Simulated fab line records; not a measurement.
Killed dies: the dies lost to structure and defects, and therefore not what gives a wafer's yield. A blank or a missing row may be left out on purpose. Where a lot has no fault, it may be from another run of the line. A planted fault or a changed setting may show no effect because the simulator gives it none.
fab line records	flow sky130
record: lots: 24	wafers: 72	last-day: 50
route steps=708 shown VT_ADJUST_LVTN@117 METAL1@437 CAPM@537 METAL4@629 VIA4@640
lots that met no fault: taken from a fault-free run of the same line
start-h: hours from the record's first day to the start of the lot's first wafer shown	wait-h: hours since the lot's step before	" unchanged from the row above	L1.1+2: one row covering several wafers at once	- no value, or no start was given	* or withheld: withheld	< > ~ a bound
route shown NAME@n: a module of which the file shows steps, and the number in the route of the first	usual: mean and standard deviation over wafers with no fault	same: alike in all rows	chamber/n: place in a boat	sites: per-site readings	_std_site: standard deviation of those values	_edge_site: the outer-site mean with the inner-site mean subtracted	radius-mm: for every site, how far away it sits from the centre of the wafer	mask NAME#n: copy n	behind: tool/chamber where the wafer was last shaped	hold: reason for holding the lot/hours on hold/outcome of the hold	device: the n, p or np transistor that did not switch	end of line: tests of these same wafers at the route's end	a step without rows: its recipe alone	killed: at the first sort, the dies lost to defects and structure; wafer yield is something else	map: shows each die of a wafer: x if killed, . if not, _ if none is there
set.NAME: the setting that was run; set.NAME@STEP: the one run at that earlier step	model.NAME: the simulator's own value behind a step, which no gauge read
steps of the route over a sample of lots; a table a step, a row a wafer
services: a tool's chamber out of use, with start hour (start-h, from the record's first day; less than 0 if before it), hours out, and reason
== steps ==
step: SKY_VT_ADJUST_LVTN_STRIP_20
recipe: chemistry: O2/N2	power-w: 1400	pressure-mtorr: 1500	platen-temp-c: withheld	o2-flow-sccm: 3000	n2-flow-sccm: 300	overash-fraction: 0.5
usual: drypump-motor-current-A: 5.6/0.38	oes-product-au: 0.715/0.0043	strip-time-to-endpoint-s: 14.20/0.038
lot.wafer	tool	chamber	start-h	wait-h	drypump-motor-current-A	oes-product-au	rf-hours-counter-h	strip-time-to-endpoint-s
L074.2	plasma-asher-04	0	154.09	0.1	5.9	0.710	46	14.17
L074.3	"	1	"	"	6.0	0.724	-	14.15
L074.4	"	0	"	"	5.9	0.718	-	14.18
L075.1	plasma-asher-04	0	162.73	0.1	5.9	0.714	47	14.17
L075.5	"	1	"	"	6.0	0.715	-	14.16
L075.6	"	0	"	"	5.9	0.714	-	14.15
L076.2	plasma-asher-02	1	167.39	0.1	5.4	0.724	5	14.22
L076.5	"	0	"	"	5.3	0.719	-	14.23
L076.6	"	1	"	"	5.4	0.718	-	14.22
L077.1	plasma-asher-02	1	173.64	0.1	5.4	0.722	5	14.20
L077.4	"	1	"	"	5.4	0.716	-	14.24
L077.6	"	1	"	"	5.4	0.710	-	14.20
L078.2	plasma-asher-04	1	181.69	0.1	6.0	0.717	48	14.19
L078.3	"	1	"	"	6.0	0.725	-	14.21
L078.6	"	0	"	"	5.9	0.711	-	14.19
L079.1	plasma-asher-04	0	184.59	0.1	5.9	0.718	48	14.10
L079.2	"	1	"	"	6.0	0.716	48	14.13
L079.3	"	0	"	"	5.9	0.713	-	14.12
L080.1	plasma-asher-02	1	195.98	0.1	5.4	0.714	7	14.21
L080.3	"	1	"	"	5.4	0.711	-	14.20
L080.4	"	0	"	"	5.3	0.719	-	14.23
L081.2	plasma-asher-02	1	202.53	0.1	5.4	0.713	8	14.26
L081.3	"	0	"	"	5.3	0.714	-	14.19
L081.4	"	1	"	"	5.4	0.713	-	14.17
L082.2	plasma-asher-02	0	208.43	0.1	5.3	0.708	9	14.25
L082.4	"	0	"	"	5.3	0.711	-	14.22
L082.6	"	1	"	"	5.4	0.715	-	14.23
L083.3	plasma-asher-01	0	213.81	0.1	4.8	0.721	-	14.15
L083.4	"	1	"	"	6.2	0.713	-	14.15
L083.5	"	0	"	"	4.8	0.711	-	14.13
L084.2	plasma-asher-04	0	223.95	0.1	5.9	0.720	52	14.18
L084.3	"	0	"	"	5.9	0.720	-	14.17
L084.5	"	0	"	"	5.9	0.713	-	14.13
L085.3	plasma-asher-04	1	232.16	0.1	6.0	0.717	-	14.26
L085.5	"	1	"	"	6.0	0.716	-	14.22
L085.6	"	0	"	"	5.9	0.718	-	14.29
L086.1	plasma-asher-04	0	239.74	0.1	5.9	0.718	54	14.27
L086.2	"	1	"	"	6.0	0.715	54	14.27
L086.4	"	0	"	"	5.9	0.722	-	14.22
L087.1	plasma-asher-02	0	243.28	0.1	5.3	0.723	12	14.18
L087.3	"	0	"	"	5.3	0.714	-	14.16
L087.4	"	1	"	"	5.4	0.715	-	14.16
L088.1	plasma-asher-01	1	252.48	0.1	6.2	0.713	57	14.21
L088.3	"	1	"	"	6.2	0.719	-	14.16
L088.5	"	0	"	"	4.8	0.714	-	14.21
L089.2	plasma-asher-01	0	257.64	0.1	4.8	0.706	57	14.26
L089.4	"	1	"	"	6.2	0.716	-	14.22
L089.5	"	0	"	"	4.8	0.715	-	14.23
L090.1	plasma-asher-04	0	268.84	0.1	5.9	0.715	56	14.22
L090.2	"	1	"	"	6.0	0.709	56	14.19
L090.6	"	0	"	"	5.9	0.723	-	14.22
L091.2	plasma-asher-02	1	274.79	0.1	5.4	0.713	15	14.22
L091.3	"	1	"	"	5.4	0.715	-	14.20
L091.6	"	0	"	"	5.3	0.716	-	14.26
L092.1	plasma-asher-04	0	280.34	0.1	5.9	0.714	57	14.27
L092.3	"	1	"	"	6.0	0.715	-	14.24
L092.5	"	1	"	"	6.0	0.719	-	14.27
L093.1	plasma-asher-04	0	288.04	0.1	5.9	0.703	58	14.21
L093.3	"	1	"	"	6.0	0.709	-	14.21
L093.6	"	0	"	"	5.9	0.720	-	14.19
L094.1	plasma-asher-02	0	301.09	0.1	5.3	0.711	18	14.22
L094.5	"	1	"	"	5.4	0.711	-	14.21
L094.6	"	0	"	"	5.3	0.714	-	14.18
L095.3	plasma-asher-04	1	307.46	0.1	6.0	0.714	-	14.25
L095.4	"	0	"	"	5.9	0.718	-	14.25
L095.6	"	0	"	"	5.9	0.715	-	14.24
L096.3	plasma-asher-02	1	308.27	0.1	5.4	0.710	-	14.15
L096.4	"	0	"	"	5.3	0.724	-	14.19
L096.6	"	0	"	"	5.3	0.712	-	14.21
L097.2	plasma-asher-02	0	320.79	0.1	5.3	0.711	20	14.24
L097.3	"	1	"	"	5.4	0.714	-	14.20
L097.5	"	0	"	"	5.3	0.707	-	14.21
step: SKY_METAL1_SPUTTER_03
recipe: material: Ti	target-thk-nm: 5	power-w: 3000	time-s: 3.3	chamber-pressure-pa: 0.4
usual: throttle-valve-pct: 29.3/0.56
same: time-s: 3.3
lot.wafer	tool	chamber	start-h	wait-h	throttle-valve-pct
L074.2	pvd-sputter-04	-	733.09	0.0	29.1
L074.3	"	-	"	"	28.8
L074.4	"	-	"	"	29.4
L077.1	pvd-sputter-03	-	746.52	0.0	28.9
L077.4	"	-	"	"	28.6
L077.6	"	-	"	"	28.6
L075.1	pvd-sputter-03	-	747.74	0.0	28.7
L075.5	"	-	"	"	29.0
L075.6	"	-	"	"	28.9
L076.2	pvd-sputter-01	-	752.44	0.0	29.3
L076.5	"	-	"	"	29.9
L076.6	"	-	"	"	30.3
L078.2	pvd-sputter-03	-	756.78	0.0	28.4
L078.3	"	-	"	"	28.8
L078.6	"	-	"	"	29.0
L079.1	pvd-sputter-04	-	760.00	0.0	30.4
L079.2	"	-	"	"	28.9
L079.3	"	-	"	"	29.1
L080.1	pvd-sputter-01	-	777.17	0.0	29.7
L080.3	"	-	"	"	30.2
L080.4	"	-	"	"	29.3
L081.2	pvd-sputter-03	-	791.50	0.0	28.7
L081.3	"	-	"	"	28.7
L081.4	"	-	"	"	28.7
L082.2	pvd-sputter-03	-	792.91	0.0	28.6
L082.4	"	-	"	"	28.4
L082.6	"	-	"	"	28.4
L083.3	pvd-sputter-01	-	800.11	0.0	30.1
L083.4	"	-	"	"	29.3
L083.5	"	-	"	"	29.4
L084.2	pvd-sputter-04	-	811.67	0.0	29.2
L084.3	"	-	"	"	28.8
L084.5	"	-	"	"	29.2
L085.3	pvd-sputter-01	-	832.90	0.0	30.2
L085.5	"	-	"	"	29.8
L085.6	"	-	"	"	29.7
L086.1	pvd-sputter-01	-	836.74	0.0	30.1
L086.2	"	-	"	"	29.5
L086.4	"	-	"	"	29.4
L087.1	pvd-sputter-01	-	837.69	0.0	29.8
L087.3	"	-	"	"	30.4
L087.4	"	-	"	"	29.2
L088.1	pvd-sputter-01	-	842.70	0.0	29.7
L088.3	"	-	"	"	29.4
L088.5	"	-	"	"	29.2
L089.2	pvd-sputter-04	-	848.70	0.0	29.1
L089.4	"	-	"	"	29.7
L089.5	"	-	"	"	30.5
L090.1	pvd-sputter-03	-	860.25	0.0	28.4
L090.2	"	-	"	"	28.7
L090.6	"	-	"	"	28.7
L091.2	pvd-sputter-03	-	863.54	0.0	28.9
L091.3	"	-	"	"	28.7
L091.6	"	-	"	"	28.7
L092.1	pvd-sputter-01	-	866.08	0.0	29.8
L092.3	"	-	"	"	30.2
L092.5	"	-	"	"	29.0
L093.1	pvd-sputter-03	-	875.85	0.0	28.8
L093.3	"	-	"	"	28.7
L093.6	"	-	"	"	28.6
L094.1	pvd-sputter-04	-	893.01	0.0	30.2
L094.5	"	-	"	"	29.4
L094.6	"	-	"	"	29.1
L095.3	pvd-sputter-01	-	894.75	0.0	29.8
L095.4	"	-	"	"	30.3
L095.6	"	-	"	"	29.7
L096.3	pvd-sputter-03	-	902.56	0.0	28.7
L096.4	"	-	"	"	28.9
L096.6	"	-	"	"	29.1
L097.2	pvd-sputter-04	-	915.04	0.0	29.1
L097.3	"	-	"	"	30.4
L097.5	"	-	"	"	29.4
step: SKY_METAL1_CD_MEAS_15
recipe: target-cd-nm: 140
usual: cd-nm: 140.1/1.5
lot.wafer	tool	chamber	start-h	wait-h	cd-nm
L074.2	cd-sem-01	-	759.27	-	141.3
L074.3	"	-	"	"	140.1
L074.4	"	-	"	"	139.2
L077.1	cd-sem-01	-	772.45	-	144.2
L077.4	"	-	"	"	143.7
L077.6	"	-	"	"	142.5
L075.1	cd-sem-01	-	774.60	-	139.0
L075.5	"	-	"	"	138.0
L075.6	"	-	"	"	138.5
L076.2	cd-sem-02	-	778.82	-	140.5
L076.5	"	-	"	"	139.6
L076.6	"	-	"	"	138.6
L078.2	cd-sem-01	-	783.07	-	140.2
L078.3	"	-	"	"	138.2
L078.6	"	-	"	"	138.9
L079.1	cd-sem-01	-	786.05	-	143.3
L079.2	"	-	"	"	143.2
L079.3	"	-	"	"	143.4
L080.1	cd-sem-02	-	803.50	-	140.8
L080.3	"	-	"	"	137.8
L080.4	"	-	"	"	140.2
L081.2	cd-sem-01	-	817.87	-	139.4
L081.3	"	-	"	"	139.9
L081.4	"	-	"	"	139.5
L082.2	cd-sem-01	-	819.69	-	142.1
L082.4	"	-	"	"	141.6
L082.6	"	-	"	"	140.7
L083.3	cd-sem-02	-	826.99	-	141.8
L083.4	"	-	"	"	140.0
L083.5	"	-	"	"	141.2
L084.2	cd-sem-02	-	838.72	-	139.1
L084.3	"	-	"	"	139.9
L084.5	"	-	"	"	139.5
L085.3	cd-sem-01	-	860.10	-	139.4
L085.5	"	-	"	"	139.6
L085.6	"	-	"	"	139.9
L086.1	cd-sem-01	-	864.06	-	140.9
L086.2	"	-	"	"	140.3
L086.4	"	-	"	"	140.6
L087.1	cd-sem-02	-	864.97	-	140.5
L087.3	"	-	"	"	142.6
L087.4	"	-	"	"	139.4
L088.1	cd-sem-01	-	870.50	-	140.3
L088.3	"	-	"	"	140.8
L088.5	"	-	"	"	141.0
L089.2	cd-sem-02	-	876.02	-	140.7
L089.4	"	-	"	"	140.7
L089.5	"	-	"	"	139.7
L090.1	cd-sem-01	-	887.22	-	139.9
L090.2	"	-	"	"	138.8
L090.6	"	-	"	"	138.3
L091.2	cd-sem-02	-	890.47	-	138.2
L091.3	"	-	"	"	140.6
L091.6	"	-	"	"	141.0
L092.1	cd-sem-02	-	893.77	-	137.1
L092.3	"	-	"	"	137.6
L092.5	"	-	"	"	138.2
L093.1	cd-sem-02	-	902.61	-	141.7
L093.3	"	-	"	"	140.8
L093.6	"	-	"	"	140.3
L094.1	cd-sem-02	-	919.52	-	138.7
L094.5	"	-	"	"	139.0
L094.6	"	-	"	"	140.7
L095.3	cd-sem-01	-	920.89	-	142.4
L095.4	"	-	"	"	140.6
L095.6	"	-	"	"	141.2
L096.3	cd-sem-01	-	928.39	-	139.5
L096.4	"	-	"	"	139.5
L096.6	"	-	"	"	140.7
L097.2	cd-sem-01	-	940.92	-	140.9
L097.3	"	-	"	"	140.3
L097.5	"	-	"	"	140.2
step: SKY_CAPM_CVD_00
recipe: material: SiO2	target-thk-nm: 15.5	temp-c: 400	time-s: withheld	rf-w: 450
usual: heater-power-w: 768/96
lot.wafer	tool	chamber	start-h	wait-h	heater-power-w
L074.2	pecvd-02	2	845.62	0.0	840
L074.3	"	1	"	"	774
L074.4	"	0	"	"	690
L077.1	pecvd-03	2	859.13	0.0	690
L077.4	"	1	"	"	657
L077.6	"	0	"	"	921
L075.1	pecvd-04	0	860.81	0.0	741
L075.5	"	1	"	"	738
L075.6	"	2	"	"	862
L076.2	pecvd-02	2	864.82	0.0	763
L076.5	"	1	"	"	670
L076.6	"	2	"	"	782
L078.2	pecvd-02	2	869.77	0.0	850
L078.3	"	1	"	"	694
L078.6	"	1	"	"	673
L079.1	pecvd-03	0	872.74	0.0	997
L079.2	"	1	"	"	617
L079.3	"	2	"	"	603
L080.1	pecvd-03	0	890.68	0.0	1000
L080.3	"	1	"	"	661
L080.4	"	0	"	"	978
L081.2	pecvd-03	2	904.53	0.0	720
L081.3	"	1	"	"	611
L081.4	"	2	"	"	732
L082.2	pecvd-04	1	907.03	0.0	755
L082.4	"	1	"	"	764
L082.6	"	2	"	"	783
L083.3	pecvd-04	2	913.99	0.0	793
L083.4	"	2	"	"	788
L083.5	"	0	"	"	774
L084.2	pecvd-04	0	926.11	0.0	665
L084.3	"	2	"	"	833
L084.5	"	0	"	"	667
L085.3	pecvd-03	1	945.46	0.0	667
L085.5	"	1	"	"	662
L085.6	"	2	"	"	694
L086.1	pecvd-02	2	949.51	0.0	841
L086.2	"	1	"	"	758
L086.4	"	2	"	"	850
L087.1	pecvd-04	0	950.37	0.0	788
L087.3	"	2	"	"	758
L087.4	"	1	"	"	696
L088.1	pecvd-04	1	954.33	0.0	772
L088.3	"	0	"	"	682
L088.5	"	0	"	"	693
L089.2	pecvd-04	1	958.33	0.0	763
L089.4	"	0	"	"	757
L089.5	"	1	"	"	751
L090.1	pecvd-02	0	968.32	0.0	780
L090.2	"	2	"	"	878
L090.6	"	2	"	"	874
L091.2	pecvd-02	2	971.53	0.0	793
L091.3	"	1	"	"	713
L091.6	"	1	"	"	726
L092.1	pecvd-04	1	975.83	0.0	758
L092.3	"	0	"	"	708
L092.5	"	0	"	"	687
L093.1	pecvd-03	1	982.79	0.0	671
L093.3	"	2	"	"	725
L093.6	"	2	"	"	732
L094.1	pecvd-04	2	998.83	0.0	816
L094.5	"	0	"	"	795
L094.6	"	1	"	"	724
L095.3	pecvd-02	2	1000.02	0.0	782
L095.4	"	0	"	"	793
L095.6	"	0	"	"	776
L096.3	pecvd-03	1	1006.25	0.0	621
L096.4	"	2	"	"	628
L096.6	"	1	"	"	606
L097.2	pecvd-02	0	1017.59	0.0	737
L097.3	"	0	"	"	758
L097.5	"	2	"	"	816
step: SKY_METAL4_CD_MEAS_13
recipe: target-cd-nm: 300
usual: cd-nm: 299.6/1.2
lot.wafer	tool	chamber	start-h	wait-h	cd-nm
L074.2	cd-sem-02	-	978.43	-	299.3
L074.3	"	-	"	"	300.6
L074.4	"	-	"	"	300.3
L077.1	cd-sem-01	-	990.10	-	298.6
L077.4	"	-	"	"	299.8
L077.6	"	-	"	"	298.8
L075.1	cd-sem-01	-	990.67	-	298.6
L075.5	"	-	"	"	299.2
L075.6	"	-	"	"	299.4
L076.2	cd-sem-01	-	995.73	-	299.9
L076.5	"	-	"	"	299.6
L076.6	"	-	"	"	300.2
L078.2	cd-sem-01	-	1000.52	-	299.7
L078.3	"	-	"	"	298.4
L078.6	"	-	"	"	299.1
L079.1	cd-sem-01	-	1010.00	-	298.3
L079.2	"	-	"	"	297.7
L079.3	"	-	"	"	300.0
L080.1	cd-sem-02	-	1017.45	-	299.7
L080.3	"	-	"	"	299.9
L080.4	"	-	"	"	300.4
L081.2	cd-sem-02	-	1029.39	-	295.7
L081.3	"	-	"	"	297.0
L081.4	"	-	"	"	294.3
L082.2	cd-sem-02	-	1031.44	-	301.6
L082.4	"	-	"	"	299.0
L082.6	"	-	"	"	300.2
L083.3	cd-sem-01	-	1036.59	-	301.2
L083.4	"	-	"	"	299.9
L083.5	"	-	"	"	299.4
L084.2	cd-sem-01	-	1048.72	-	300.6
L084.3	"	-	"	"	300.0
L084.5	"	-	"	"	300.2
L085.3	cd-sem-01	-	1063.10	-	299.6
L085.5	"	-	"	"	300.7
L085.6	"	-	"	"	300.2
L086.1	cd-sem-02	-	1068.35	-	300.4
L086.2	"	-	"	"	300.5
L086.4	"	-	"	"	299.0
L087.1	cd-sem-02	-	1068.70	-	299.4
L087.3	"	-	"	"	300.0
L087.4	"	-	"	"	301.3
L088.1	cd-sem-02	-	1073.17	-	300.0
L088.3	"	-	"	"	300.0
L088.5	"	-	"	"	299.0
L089.2	cd-sem-02	-	1075.27	-	300.7
L089.4	"	-	"	"	300.2
L089.5	"	-	"	"	301.4
L090.1	cd-sem-02	-	1083.21	-	297.3
L090.2	"	-	"	"	298.5
L090.6	"	-	"	"	298.9
L091.2	cd-sem-02	-	1087.38	-	299.1
L091.3	"	-	"	"	298.4
L091.6	"	-	"	"	296.4
L092.1	cd-sem-02	-	1091.21	-	299.2
L092.3	"	-	"	"	300.0
L092.5	"	-	"	"	299.7
L093.1	cd-sem-01	-	1097.25	-	300.2
L093.3	"	-	"	"	300.1
L093.6	"	-	"	"	300.4
L094.1	cd-sem-01	-	1111.06	-	298.3
L094.5	"	-	"	"	299.9
L094.6	"	-	"	"	297.8
L095.3	cd-sem-01	-	1112.71	-	300.1
L095.4	"	-	"	"	298.8
L095.6	"	-	"	"	299.1
L096.3	cd-sem-01	-	1117.75	-	300.7
L096.4	"	-	"	"	302.2
L096.6	"	-	"	"	300.6
L097.2	cd-sem-01	-	1126.29	-	300.4
L097.3	"	-	"	"	299.9
L097.5	"	-	"	"	298.9
step: SKY_VIA4_THK_MEAS_01
recipe: reads: SiO2_of_VIA4_HDPCVD_00
usual: VIA4_HDPCVD_THK: 1755/21
lot.wafer	tool	chamber	start-h	wait-h	VIA4_HDPCVD_THK[nm]
L074.2	film-metro-02	-	979.84	0.1	1785
L074.3	"	-	"	"	1779
L074.4	"	-	"	"	1789
L077.1	film-metro-01	-	991.42	0.1	1739
L077.4	"	-	"	"	1719
L077.6	"	-	"	"	1745
L075.1	film-metro-01	-	992.01	0.1	1804
L075.5	"	-	"	"	1789
L075.6	"	-	"	"	1773
L076.2	film-metro-04	-	997.02	0.1	1754
L076.5	"	-	"	"	1780
L076.6	"	-	"	"	1737
L078.2	film-metro-04	-	1001.82	0.1	1743
L078.3	"	-	"	"	1751
L078.6	"	-	"	"	1735
L079.1	film-metro-01	-	1011.30	0.1	1759
L079.2	"	-	"	"	1769
L079.3	"	-	"	"	1774
L080.1	film-metro-02	-	1018.75	0.1	1744
L080.3	"	-	"	"	1736
L080.4	"	-	"	"	1737
L081.2	film-metro-01	-	1030.63	0.1	1730
L081.3	"	-	"	"	1766
L081.4	"	-	"	"	1750
L082.2	film-metro-01	-	1032.86	0.1	1776
L082.4	"	-	"	"	1776
L082.6	"	-	"	"	1772
L083.3	film-metro-02	-	1037.96	0.1	1742
L083.4	"	-	"	"	1769
L083.5	"	-	"	"	1720
L084.2	film-metro-01	-	1050.28	0.2	1729
L084.3	"	-	"	"	1760
L084.5	"	-	"	"	1770
L085.3	film-metro-01	-	1064.33	0.1	1769
L085.5	"	-	"	"	1766
L085.6	"	-	"	"	1744
L086.1	film-metro-04	-	1069.70	0.2	1770
L086.2	"	-	"	"	1711
L086.4	"	-	"	"	1759
L087.1	film-metro-01	-	1070.01	0.1	1755
L087.3	"	-	"	"	1756
L087.4	"	-	"	"	1797
L088.1	film-metro-01	-	1074.46	0.1	1763
L088.3	"	-	"	"	1711
L088.5	"	-	"	"	1747
L089.2	film-metro-02	-	1076.52	0.1	1749
L089.4	"	-	"	"	1727
L089.5	"	-	"	"	1788
L090.1	film-metro-04	-	1084.49	0.1	1758
L090.2	"	-	"	"	1758
L090.6	"	-	"	"	1747
L091.2	film-metro-01	-	1088.66	0.1	1736
L091.3	"	-	"	"	1785
L091.6	"	-	"	"	1772
L092.1	film-metro-01	-	1092.60	0.1	1745
L092.3	"	-	"	"	1747
L092.5	"	-	"	"	1751
L093.1	film-metro-02	-	1098.52	0.1	1754
L093.3	"	-	"	"	1727
L093.6	"	-	"	"	1740
L094.1	film-metro-02	-	1112.47	0.1	1730
L094.5	"	-	"	"	1757
L094.6	"	-	"	"	1752
L095.3	film-metro-01	-	1114.07	0.1	1746
L095.4	"	-	"	"	1744
L095.6	"	-	"	"	1732
L096.3	film-metro-04	-	1118.98	0.1	1774
L096.4	"	-	"	"	1788
L096.6	"	-	"	"	1774
L097.2	film-metro-04	-	1127.53	0.1	1762
L097.3	"	-	"	"	1786
L097.5	"	-	"	"	1751
== services ==
tool	chamber	start-h	hours	kind
plasma-asher-04	-	171.99	2.6	repair
pecvd-04	-	186.08	14.6	pm
pvd-sputter-01	-	203.90	50.7	repair
pecvd-04	1	205.75	4.9	repair
pecvd-04	-	249.03	0.7	repair
pecvd-04	-	269.44	28.1	pm
plasma-asher-04	-	272.10	4.1	repair
plasma-asher-02	-	327.33	0.5	repair
pvd-sputter-03	-	327.51	1.1	repair
pvd-sputter-03	-	349.51	1.1	repair
pvd-sputter-01	-	393.82	7.3	repair
plasma-asher-04	-	400.43	1.9	repair
pvd-sputter-03	-	413.25	4.1	repair
pecvd-04	-	420.63	0.8	repair
plasma-asher-04	-	421.25	9.0	pm
pvd-sputter-03	-	440.71	2.9	repair
pvd-sputter-03	-	457.69	5.8	repair
pecvd-04	-	534.00	0.8	repair
pecvd-04	2	539.18	6.5	repair
plasma-asher-02	-	549.55	1.1	repair
pvd-sputter-03	-	557.62	2.3	repair
pecvd-04	1	604.78	9.6	repair
plasma-asher-02	-	623.57	4.3	repair
plasma-asher-02	-	742.75	2.8	pm
== key ==
fault none
